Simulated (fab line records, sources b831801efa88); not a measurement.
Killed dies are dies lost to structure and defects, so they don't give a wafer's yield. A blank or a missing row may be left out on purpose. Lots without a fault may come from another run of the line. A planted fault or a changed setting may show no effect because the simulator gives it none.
Which tool did it? | flow sky130 | 6 lots, 18 wafers sampled, at 2 steps of a route of 708

WHAT THE GAUGES READ, wafer by wafer
SKY_VIA2_OVL_MEAS_13.
lot  | measured     | on         | VIA2_OVL (nm)
L592 | day 36 11:31 | overlay-01 | -1 -2 3
L597 | day 37 22:23 | overlay-02 | 0 0 -4
L603 | day 39 21:14 | overlay-01 | 2 -2 2
L605 | day 40 10:13 | overlay-02 | -4 2 -7
L609 | day 42 07:14 | overlay-02 | -4 0 1
L610 | day 42 09:20 | overlay-02 | 1 8 -1

WHICH TOOL RAN EACH LOT (tool, then ch and the chambers of the sampled wafers, then the start)
lot  | SKY_SPACER_ETCHBACK_02
L592 | rie_diel-01 ch 0,2,3, day 23 06:41
L597 | rie_diel-03 ch 1, day 24 23:43
L603 | rie_diel-03 ch 0,2,3, day 27 08:45
L605 | rie_diel-01 ch 1,2, day 28 00:10
L609 | rie_diel-01 ch 0,2,3, day 30 02:46
L610 | rie_diel-04 ch 0,1,2, day 30 05:17
- SKY_SPACER_ETCHBACK_02: etches Si3N4 in CH3F/O2, stops on SiO2, time 46.7 s, target depth 45 nm.

THE ANSWER, worked out from the rows above alone
Rule: what is usual is taken from the lots themselves. Put in order of their means at a reading, lots are off if they are a third of the lots or fewer, leave a main group of 4 or more, and stand apart from it by a gap of 3 or more times the standard deviation of the main group's means; of several such gaps the widest counts. A main group whose means are all the same, to the digits that the tables above print for the reading, isn't used. A lot without any number at a reading at which 4 lots or more have one is off too. The other lots that the step has rows for count as sound.
No lot is off at any reading shown: from this, nothing can be told.

WHAT THE SIMULATOR HAD PUT IN
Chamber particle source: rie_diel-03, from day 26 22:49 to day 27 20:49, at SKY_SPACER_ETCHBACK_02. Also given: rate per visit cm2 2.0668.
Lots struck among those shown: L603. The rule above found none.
